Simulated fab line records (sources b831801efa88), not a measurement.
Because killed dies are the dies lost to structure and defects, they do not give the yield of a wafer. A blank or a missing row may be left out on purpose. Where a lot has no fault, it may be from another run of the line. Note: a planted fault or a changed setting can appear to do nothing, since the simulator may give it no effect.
Which of the tools did it? | flow sky130 | route of 708 steps, sampled at 1 step: 6 lots, 18 wafers

== WHAT EACH GAUGE READ, for each wafer ==
SKY_POLY_GATE_THK_MEAS_04.
lot  | measured     | on           | POLY_GATE_CVD_03_THK (nm)
L156 | day 15 12:06 | filmMetro-02 | 74.8 74.7 74.8
L158 | day 16 07:24 | filmMetro-01 | 73.7 74.7 74.0
L160 | day 16 21:02 | filmMetro-02 | 75.3 75.1 74.9
L167 | day 19 17:09 | filmMetro-01 | 74.8 74.7 74.9
L175 | day 22 06:11 | filmMetro-01 | 75.6 74.5 75.9
L177 | day 22 22:53 | filmMetro-03 | 75.2 75.4 75.2

== WHAT TOOL EACH LOT RAN ON (gives the tool, then ch and the chambers of the sampled wafers, and finally the start) ==
The record holds no process step before these readings.

== THE ANSWER, worked out from the rows above alone ==
Rule: usual is defined by the lots themselves. The widest of any qualifying gaps counts: lots, ordered by their means at a reading, are off when they make up no more than a third of the lots, leave a main group of 4 or more, and stand apart from it by 3 or more times the standard deviation of that group's means. A main group is skipped when, at the precision printed for the reading in the tables above, its means are all equal. A lot without any number at a reading at which 4 lots or more have one is off too. Where the step has rows for the other lots, those lots are counted as sound.
Nothing can be told from this: no lot is off at any reading shown.

== WHAT THE SIMULATOR PUT IN ==
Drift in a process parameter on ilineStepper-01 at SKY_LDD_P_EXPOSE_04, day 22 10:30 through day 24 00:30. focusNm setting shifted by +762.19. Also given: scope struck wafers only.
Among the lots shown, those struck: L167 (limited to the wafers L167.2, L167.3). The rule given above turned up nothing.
